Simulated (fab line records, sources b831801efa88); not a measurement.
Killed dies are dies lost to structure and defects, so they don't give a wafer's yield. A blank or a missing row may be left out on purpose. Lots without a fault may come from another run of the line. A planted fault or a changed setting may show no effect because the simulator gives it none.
A struck lot beside a sound one | flow sky130 | 18 steps out of a route of 708
Sound: wafers L633.2, L633.3, L633.6. Struck: wafer L638.2. (L638.6 of the same lot was not struck and is left out.) The cause comes at the end.
At each step with rows: each side's tool, then ch and its chambers, then its first start. Under that, the readings that differ: sound wafers | struck wafers | difference of the means | sigmas: that difference in standard deviations of wafers without a fault.
alike: readings whose means differ by less than 2 such deviations, and words and numbers that are the same on both sides. not compared: withheld readings, readings that some wafer has no value for, bounds like >300 that may hide the same value, and numbers for which the record gives no deviation and whose values overlap.
The two part at a step that has a row with sigmas, a row that says differs or no value, or rows on one side only. Numbers that don't overlap but have no deviation are shown without sigmas and don't part them. A reading that every wafer of one side lacks parts them only if that side has two wafers or more.

first, 2 steps without rows for these wafers: SKY_CONTACT_PEB_12; SKY_CONTACT_DEVELOP_13 (develop time 60 s).
SKY_CONTACT_CD_MEAS_14: target cd 170 nm.
  sound on cd_sem-01, day 32 20:31; struck on cd_sem-01, day 34 22:49
  alike: cd_nm
SKY_CONTACT_OVL_MEAS_15:
  sound on overlay-01, day 32 20:38; struck on overlay-01, day 34 22:55
  alike: CONTACT_OVL
SKY_CONTACT_ETCH_16: etches BARC in N2/H2, stops on SiO2, time 45.9 s, target depth 60 nm.
  sound on rie_diel-01 ch 1,3, day 32 20:40; struck on rie_diel-04 ch 3, day 34 22:57
  reading            | sound             | struck | difference | sigmas
  rf_fwd_power_W (W) | 498.7 497.3 497.4 | 493.8  | -4.0       | -2
  alike: drypump_motor_current_A, oes_product_au, throttle_valve_pct
  not compared: rf_hours_counter_h
SKY_CONTACT_ETCH_17: etches SiO2 in C4F8/O2/Ar, stops on Si3N4, target depth 340 nm.
  sound on rie_diel-01 ch 1,3, day 32 20:42; struck on rie_diel-04 ch 3, day 34 22:59
  alike: oes_product_au, rf_fwd_power_W
SKY_CONTACT_ETCH_18: etches Si3N4 in CHF3/O2, stops on TiN, time 39 s, target depth 75 nm.
  sound on rie_diel-01 ch 1,3; struck on rie_diel-04 ch 3
  alike: drypump_motor_current_A, oes_product_au, rf_fwd_power_W, throttle_valve_pct
  not compared: rf_hours_counter_h
SKY_CONTACT_STRIP_19: strips in O2/N2.
  sound on plasma_asher-04 ch 0, day 32 20:47; struck on plasma_asher-04 ch 0, day 34 23:05
  alike: drypump_motor_current_A, oes_product_au, strip_time_to_endpoint_s
  not compared: rf_hours_counter_h
then, 3 steps without rows for these wafers: SKY_CONTACT_STRIP_20 (strips in post etch residue remover, time 1200 s); SKY_CONTACT_CLEAN_21 (cleans in IPA, time 180 s); SKY_CONTACT_CLEAN_22 (cleans in O3/DIW).
SKY_CONTACT_SPUTTER_23: material TiN, target thk 20 nm, time 80 s.
  sound on pvd_sputter-01, day 32 21:23; struck on pvd_sputter-01, day 34 23:41
  alike: throttle_valve_pct
SKY_CONTACT_CVD_24: deposits W, target thk 340 nm, time 102.12 s.
  sound on cvd_w-01 ch 0,1, day 32 21:26; struck on cvd_w-01 ch 1, day 34 23:45
  reading                               | sound           | struck | difference | sigmas
  model.W_of_CONTACT_CVD_24.thk_nm (nm) | 341 343.9 339.3 | 636.4  | +295.0     |
  alike: heater_power_outer_w, heater_power_w
SKY_CONTACT_RS_MEAS_25: measures by four-point-probe.
  sound on film_metro-01, day 32 21:34; struck on film_metro-03, day 34 23:53
  reading               | sound             | struck | difference | sigmas
  CONTACT_W_RS (ohm/sq) | 0.335 0.333 0.337 | 0.179  | -0.156     | -50
SKY_CONTACT_THK_MEAS_26: measures by xrf.
  sound on film_metro-01, day 32 21:41; struck on film_metro-03, day 34 23:59
  not compared: CONTACT_W_THK
SKY_CONTACT_CMP_27: polishes, stops on SiO2, t overpolish 15 s, target thk 0 nm.
  sound on cmp-01 ch 0,3, day 32 21:47; struck on cmp-02 ch 3, day 35 00:02
  reading                | sound          | struck | difference | sigmas
  time_to_endpoint_s (s) | 85.0 79.2 78.0 | 152.7  | +72.0      | +28
  alike: motor_current_A
then, 2 steps without rows for these wafers: SKY_METAL1_SPUTTER_00 (material Ti, target thk 15 nm, time 10 s); SKY_PAD_OPEN_PROBE_99.

WHERE THEY PART
First at SKY_CONTACT_ETCH_16; last, within this record, at SKY_CONTACT_CMP_27.

WHY: what the simulator had put in
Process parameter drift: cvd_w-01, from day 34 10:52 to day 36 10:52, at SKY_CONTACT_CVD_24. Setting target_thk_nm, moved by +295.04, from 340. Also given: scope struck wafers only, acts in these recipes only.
